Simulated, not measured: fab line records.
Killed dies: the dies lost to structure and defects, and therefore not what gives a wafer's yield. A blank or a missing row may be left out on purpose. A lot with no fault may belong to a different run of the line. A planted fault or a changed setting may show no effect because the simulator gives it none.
Comparing a struck lot with a sound one    flow sky130    32 steps out of a route of 708
Sound: these wafers, L314.1, L314.4, L314.5. Struck: wafers L320.2, L320.3 (left out: L320.1, a lot-mate that was not struck); the cause follows at the end.
At each step with rows: each side's tool, then ch and its chambers, then its first start. Under that, the readings that differ: sound wafers    struck wafers    difference of the means    sigmas: that difference in standard deviations of wafers without a fault.
alike: a reading whose means differ by less than 2 such deviations, as well as words and numbers matching on both sides. not compared: withheld readings; readings where some wafer has no value; bounds like >300 that might hide an equal value; numbers whose values overlap and for which the record gives no deviation.
A row with sigmas, a row that says differs or no value, or rows on one side alone: a step with any of these is where the two part. Numbers that have no deviation but don't overlap get no sigmas and don't part them. A reading that every wafer of one side lacks parts them only if that side has two wafers or more.

first, 5 steps without rows for these wafers: SKY_VIA1_ETCH_15 (etches SiO2 in C4F8/O2/Ar, stops on TiN, target depth 351 nm, time 54 s); SKY_VIA1_STRIP_16 (strips in O2/N2); SKY_VIA1_STRIP_17 (strips in post etch residue remover, time 1200 s); SKY_VIA1_CLEAN_18 (cleans in IPA, time 180 s); SKY_VIA1_CLEAN_19 (cleans in O3/DIW).
SKY_VIA1_SPUTTER_20: material TiN, target thk 20 nm, time 80 s.
  sound on pvdSputter-04 at day 34 08:48; struck on pvdSputter-04 at day 36 01:03
  alike: throttleValvePct
SKY_VIA1_CVD_21: deposits W, target thk 270 nm, time 80.902 s.
  sound on cvdW-01 ch 1, day 34 08:52; struck on cvdW-01 ch 0, day 36 01:07
  alike: heaterPowerW
SKY_VIA1_RS_MEAS_22: measurement is done with a four-point probe.
  sound on filmMetro-02 at day 34 08:57; struck on filmMetro-03 at day 36 01:12
  alike: VIA1_W_RS
SKY_VIA1_THK_MEAS_23: measures by xrf.
  sound on filmMetro-02 at day 34 09:04; struck on filmMetro-03 at day 36 01:19
  alike: VIA1_W_THK
then, 3 steps without rows for these wafers: SKY_VIA1_CMP_24 (polishes, stops on SiO2, t overpolish 15 s, target thk 0 nm); SKY_METAL2_SPUTTER_00 (material Ti, target thk 15 nm, time 10 s); SKY_METAL2_SPUTTER_01 (material TiN, target thk 20 nm, time 16.7 s).
SKY_METAL2_SPUTTER_02: material AlCu, target thk 250 nm, time 13.3 s.
  sound on pvdSputter-02 at day 34 09:29; struck on pvdSputter-03 at day 36 01:44
reading                                     sound              struck     difference  sigmas
model.AlCu_of_METAL2_SPUTTER_02.thkNm (nm)  251.4 251.7 250.5  172 169.3  -81         
  alike: throttleValvePct
SKY_METAL2_SPUTTER_03: material Ti, target thk 5 nm, time 3.3 s.
  sound on pvdSputter-02 at day 34 09:31; struck on pvdSputter-03 at day 36 01:46
  alike: throttleValvePct
then, 1 step without rows for these wafers: SKY_METAL2_SPUTTER_04 (material TiN, target thk 70 nm, time 58.3 s).
SKY_METAL2_RS_MEAS_05: measurement is done with a four-point probe.
  sound on filmMetro-03 at day 34 09:34; struck on filmMetro-04 at day 36 01:49
reading                  sound                 struck         difference  sigmas
METAL2_ALCU_RS (ohm/sq)  0.1262 0.1265 0.1264  0.1873 0.1901  +0.0623     +45
SKY_METAL2_THK_MEAS_06: measures by xrf.
  sound on filmMetro-03 at day 34 09:41; struck on filmMetro-04 at day 36 01:56
reading               sound        struck   difference  sigmas
METAL2_ALCU_THK (nm)  251 254 252  173 172  -80         -27
then, 8 steps without rows for these wafers: SKY_METAL2_DEHYDRATE_07 (time 60 s); SKY_METAL2_HMDS_08 (prime time 60 s); SKY_METAL2_COAT_09 (resist thk 60 nm); SKY_METAL2_COAT_10 (resist thk 450 nm); SKY_METAL2_SOFTBAKE_11 (time 90 s); SKY_METAL2_EXPOSE_12 (exposes mask MM2, target cd 140 nm); SKY_METAL2_PEB_13; SKY_METAL2_DEVELOP_14 (develop time 60 s).
SKY_METAL2_CD_MEAS_15 targets a cd of 140 nm.
  sound on cdSem-01 at day 35 11:54; struck on cdSem-02 at day 37 03:46
reading    sound              struck       difference  sigmas
cdNm (nm)  142.0 141.5 140.6  137.0 138.6  -3.6        -2
SKY_METAL2_OVL_MEAS_16:
  sound on overlay-01 at day 35 12:01; struck on overlay-02 at day 37 03:53
  alike: METAL2_OVL
then, 1 step without rows for these wafers: SKY_METAL2_DESCUM_17 (chemistry O2, time 8 s).
SKY_METAL2_ETCH_18: etches BARC in N2/H2, stops on SiO2, time 45.9 s, target depth 60 nm.
  sound on rieMetal-03 ch 0, day 35 12:05; struck on rieMetal-01 ch 1, day 37 03:58
  alike: drypumpMotorCurrentA, oesProductAu, throttleValvePct
  not compared: rfHoursCounterH
SKY_METAL2_METAL_ETCH_19: etches the open film in Cl2/BCl3, stops on SiO2, target depth 360 nm, time 78 s.
  sound on rieMetal-03 ch 0, day 35 12:09; struck on rieMetal-01 ch 1, day 37 04:01
reading              sound              struck       difference  sigmas
oesProductAu (a.u.)  0.858 0.855 0.850  0.776 0.772  -0.080      -15
  alike: drypumpMotorCurrentA, throttleValvePct
  not compared: rfHoursCounterH
SKY_METAL2_STRIP_20: strips in O2/N2.
  sound on plasmaAsher-01 ch 0,1, day 35 12:14; struck on plasmaAsher-01 ch 0,1, day 37 04:07
  alike: drypumpMotorCurrentA, oesProductAu, stripTimeToEndpointS
  not compared: rfHoursCounterH
-- the record jumps here: 10 days lie between the struck wafers' starts before and after (it left off in module METAL2 and takes up again in module PAD_OPEN, whose first step shown is number 708 of the route) --
SKY_PAD_OPEN_PROBE_99:
  sound on prober-02 at day 46 01:18; struck on prober-02 at day 47 09:23
reading                     sound                 struck       difference  sigmas
model.etest.met2.lineOhmUm  0.8903 0.8831 0.9002  1.374 1.476  +0.534      
model.etest.met2.rsOhmSq    0.1263 0.1276 0.1275  0.19 0.1935  +0.06       
  alike: defectLimitedYield, killed_at_M0_to_M3, killed_at_M4_up, killedAtContacts, killedAtFrontEnd, killedAtOther, killedDies, killedOpen, killedShort, sort_bin_3_pad_short, sort_bin_5_function, sort_bin_6_memory, sortNPass, sortYieldPct

== WHERE THEY PART ==
Earliest at SKY_METAL2_RS_MEAS_05; latest, in this record, at SKY_METAL2_METAL_ETCH_19. Later steps at which nothing parts them and some readings are alike: SKY_METAL2_STRIP_20, SKY_PAD_OPEN_PROBE_99.

WHY: whatever the simulator had introduced
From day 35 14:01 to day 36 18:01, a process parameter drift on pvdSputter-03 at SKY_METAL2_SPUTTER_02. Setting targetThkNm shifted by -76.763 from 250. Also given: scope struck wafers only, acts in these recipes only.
